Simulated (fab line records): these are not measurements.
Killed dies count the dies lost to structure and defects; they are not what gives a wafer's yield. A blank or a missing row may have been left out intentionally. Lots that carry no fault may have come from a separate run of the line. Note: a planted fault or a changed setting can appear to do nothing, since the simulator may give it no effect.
Which tool did it? | flow sky130 | route of 708 steps, sampled at 1 step: 12 lots, 36 wafers

## WHAT THE GAUGES SHOWED, per wafer
SKY_POLY_GATE_THK_MEAS_21. Usual: for POLY_GATE_OXIDATION_THK the level is 4.02 nm and the standard deviation is 0.084.
lot  | measured     | on            | POLY_GATE_OXIDATION_THK (nm) | flag
L311 | day 16 15:17 | film-metro-02 | 3.89 3.92 3.98               |
L313 | day 17 03:58 | film-metro-01 | 3.87 3.90 3.99               |
L314 | day 17 10:32 | film-metro-03 | 4.11 4.05 4.03               |
L316 | day 18 06:44 | film-metro-02 | 4.09 4.05 4.12               |
L319 | day 19 01:52 | film-metro-02 | 3.96 3.85 3.96               |
L318 | day 19 06:50 | film-metro-01 | 4.09 4.06 4.03               |
L320 | day 19 17:31 | film-metro-03 | 3.93 3.96 3.88               |
L322 | day 20 12:26 | film-metro-02 | 4.02 4.09 4.05               |
L327 | day 23 13:49 | film-metro-03 | 4.21 4.18 4.25               |
L329 | day 24 01:25 | film-metro-03 | 3.98 3.97 3.99               |
L333 | day 24 14:28 | film-metro-01 | 4.11 4.11 4.11               |
L334 | day 25 02:43 | film-metro-01 | 3.92 4.03 3.97               |

## TOOL THAT RAN EACH LOT (tool first, then ch and the chambers of the sampled wafers, then the start)
Record: no process step prior to these readings.

## AS READ BY THE TOOLS THEMSELVES (means over the sampled wafers that have a number; for cases with no such wafer, the mark the record gives instead)
The record holds no such reading with a usual standard deviation.

## THE ANSWER, worked out from the rows above alone
Rule: a lot counts as off when the mean over its wafers that have a number is more than 3 standard deviations away from the usual mean. A lot without any number at a reading at which 4 lots or more have one is off too. The other lots that the step has rows for count as sound. The gauges are gone through in route order, then the tools' own readings, and for those a lot's mean is taken as printed above. The first step at which some lot is off is used, and at that step the reading that is off furthest; a lot without a number counts as furthest.
None of the lots is off at any reading shown; this tells nothing.

## WHAT THE SIMULATOR PUT IN
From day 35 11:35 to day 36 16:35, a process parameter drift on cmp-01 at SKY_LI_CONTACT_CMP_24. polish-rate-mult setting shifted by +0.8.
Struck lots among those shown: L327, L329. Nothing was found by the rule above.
